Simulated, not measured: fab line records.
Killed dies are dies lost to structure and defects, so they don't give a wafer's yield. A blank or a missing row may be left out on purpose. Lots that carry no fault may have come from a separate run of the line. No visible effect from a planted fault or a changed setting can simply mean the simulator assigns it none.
Chamber matching    flow sky130    SKY_POLY_GATE_ETCH_16 on rie_diel-03 has 4 sister chambers
The step etches Si3N4 in CH3F/O2, stops on poly-Si, time 147.5 s, target depth 75 nm. 14 wafers are shown with their chamber, then 7 later ones without.

== EACH WAFER AND ITS CHAMBER ==
wafer   chamber  chamber_pressure_mTorr (mTorr)  oes_product_au (a.u.)  throttle_valve_pct (%)
L542.2  1        25.003                          0.636                  10.538
L542.4  2        24.989                          0.642                  10.549
L542.5  0        25.008                          0.630                  10.541
L543.2  1        24.999                          0.641                  10.539
L543.3  0        25.019                          0.632                  10.526
L543.5  0        25.027                          0.638                  10.527
L549.1  3        24.999                          0.640                  10.513
L549.3  0        25.029                          0.646                  10.541
L549.6  0        24.965                          0.638                  10.550
L550.2  1        25.009                          0.638                  10.539
L550.3  3        25.036                          0.641                  10.554
L550.4  2        24.986                          0.635                  10.536
L552.1  2        24.993                          0.650                  10.558
L552.2  0        24.969                          0.637                  10.537

SIGNATURES (means of the wafers above)
reading                 chamber 0  chamber 1  chamber 2  chamber 3  scatter within a chamber
chamber_pressure_mTorr  25.00283   25.00367   24.98933   25.01750   0.0221
oes_product_au          0.63683    0.63833    0.64233    0.64050    0.00532
throttle_valve_pct      10.53700   10.53867   10.54767   10.53350   0.0123
Rule: for each reading, subtract the chamber's mean from the wafer's reading, divide by that reading's scatter and square the result; add these up over the readings and take the root, which gives the wafer's distance from the chamber. The wafer belongs to the nearest chamber; if the next one is less than 2 further off, it can't be placed. The scatter is the square root of a quotient: the sum, over the shown wafers, of each reading's squared deviation from its chamber's mean, divided by wafers minus chambers.

== WAFERS WHOSE CHAMBER IS MISSING ==
wafer   chamber_pressure_mTorr (mTorr)  oes_product_au (a.u.)  throttle_valve_pct (%)
L552.4  25.019                          0.650                  10.530
L553.3  25.017                          0.642                  10.538
L553.5  24.986                          0.636                  10.538
L553.6  25.003                          0.638                  10.532
L563.2  25.013                          0.635                  10.536
L563.4  25.043                          0.636                  10.543
L563.6  25.007                          0.636                  10.537

== EACH ONE'S CHAMBER ==
wafer   from the rows above                in truth
L552.4  can't be placed: 3 or 1 or 2 or 0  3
L553.3  can't be placed: 3 or 1 or 0 or 2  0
L553.5  can't be placed: 0 or 1 or 2 or 3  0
L553.6  can't be placed: 0 or 1 or 3 or 2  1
L563.2  can't be placed: 0 or 1 or 3 or 2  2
L563.4  can't be placed: 3 or 1 or 0 or 2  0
L563.6  can't be placed: 0 or 1 or 3 or 2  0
Correctly placed: 0 of 7. Not placeable from these rows: 7 (in 7, the candidates include the true chamber). Number placed wrongly: 0.
